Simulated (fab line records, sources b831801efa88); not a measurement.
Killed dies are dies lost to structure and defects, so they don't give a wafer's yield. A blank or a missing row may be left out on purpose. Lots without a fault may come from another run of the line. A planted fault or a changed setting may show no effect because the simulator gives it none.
A struck lot beside a sound one | flow sky130 | 15 steps out of a route of 708
Sound: wafers L520.1, L520.3, L520.4. Struck: wafers L524.1, L524.2, L524.6. The cause comes at the end.
At each step with rows: each side's tool, then ch and its chambers, then its first start. Under that, the readings that differ: sound wafers | struck wafers | difference of the means | sigmas: that difference in standard deviations of wafers without a fault.
alike: readings whose means differ by less than 2 such deviations, and words and numbers that are the same on both sides. not compared: withheld readings, readings that some wafer has no value for, bounds like >300 that may hide the same value, and numbers for which the record gives no deviation and whose values overlap.
The two part at a step that has a row with sigmas, a row that says differs or no value, or rows on one side only. Numbers that don't overlap but have no deviation are shown without sigmas and don't part them. A reading that every wafer of one side lacks parts them only if that side has two wafers or more.

SKY_SPACER_ETCHBACK_02: etches Si3N4 in CH3F/O2, stops on SiO2, time 46.7 s, target depth 45 nm.
  sound on rie_diel-01 ch 0,1,2, day 23 05:19; struck on rie_diel-01 ch 2,3, day 25 13:54
  alike: drypump_motor_current_A, oes_product_au, throttle_valve_pct
  not compared: rf_hours_counter_h
then, 8 steps without rows for these wafers: SKY_POLY_CUT_DEHYDRATE_00 (time 60 s); SKY_POLY_CUT_HMDS_01 (prime time 60 s); SKY_POLY_CUT_COAT_02 (resist thk 60 nm); SKY_POLY_CUT_COAT_03 (resist thk 450 nm); SKY_POLY_CUT_SOFTBAKE_04 (time 90 s); SKY_POLY_CUT_EXPOSE_05 (exposes mask NPCM, target cd 270 nm); SKY_POLY_CUT_PEB_06; SKY_POLY_CUT_DEVELOP_07 (develop time 60 s).
SKY_POLY_CUT_CD_MEAS_08: target cd 270 nm.
  sound on cd_sem-01, day 24 11:45; struck on cd_sem-01, day 26 18:54
  alike: cd_nm
SKY_POLY_CUT_OVL_MEAS_09:
  sound on overlay-01, day 24 11:52; struck on overlay-01, day 26 19:01
  alike: POLY_CUT_OVL
SKY_POLY_CUT_ETCH_10: etches BARC in N2/H2, stops on SiO2, time 45.9 s, target depth 60 nm.
  sound on rie_diel-04 ch 0,2, day 24 11:54; struck on rie_diel-01 ch 1,2,3, day 26 19:03
  alike: bias_w, chamber_pressure_mTorr, drypump_motor_current_A, oes_product_au, throttle_valve_pct
  not compared: rf_hours_counter_h
SKY_POLY_CUT_ETCH_11: etches Si3N4 in CF4/CH2F2/Ar, stops on poly-Si, time 42.5 s, target depth 60 nm.
  sound on rie_diel-04 ch 0,2, day 24 11:57; struck on rie_diel-01 ch 1,2,3, day 26 19:06
  no value came back on the struck wafers for any of 6 readings (bias_w (W), cf4_flow_sccm (sccm) and others); on the sound wafers bias_w (W) reads 149.7 149.1 150.0
  not compared: rf_hours_counter_h
SKY_POLY_CUT_STRIP_12: strips in O2/N2.
  sound on plasma_asher-02 ch 0,1, day 24 11:59; struck on plasma_asher-03 ch 0,1, day 26 19:08
  alike: drypump_motor_current_A, oes_product_au, strip_time_to_endpoint_s
  not compared: rf_hours_counter_h
-- the record jumps here: 21 days lie between the struck wafers' starts before and after (it left off in module POLY_CUT and takes up again in module PAD_OPEN, whose first step shown is number 708 of the route) --
SKY_PAD_OPEN_PROBE_99:
  sound on prober-01, day 45 19:35; struck on prober-01, day 47 14:56
  reading             | sound    | struck                                                               | difference                   | sigmas
  hold                | - - -    | await_dispo/2.5h/scrap await_dispo/2.5h/scrap await_dispo/2.5h/scrap | no value on the sound wafers |
  killed_at_front_end | 14 22 15 | 423 410 418                                                          | +400                         | +89
  killed_dies         | 92 96 72 | 492 492 492                                                          | +405                         | +41
  killed_on_rim       | 17 19 11 | 96 96 96                                                             | +80                          | +21
  alike: killed_at_M0_to_M3, killed_at_M4_up, killed_at_contacts, killed_at_other, killed_open, killed_short

WHERE THEY PART
First at SKY_POLY_CUT_ETCH_11; last, within this record, at SKY_PAD_OPEN_PROBE_99.

WHY: what the simulator had put in
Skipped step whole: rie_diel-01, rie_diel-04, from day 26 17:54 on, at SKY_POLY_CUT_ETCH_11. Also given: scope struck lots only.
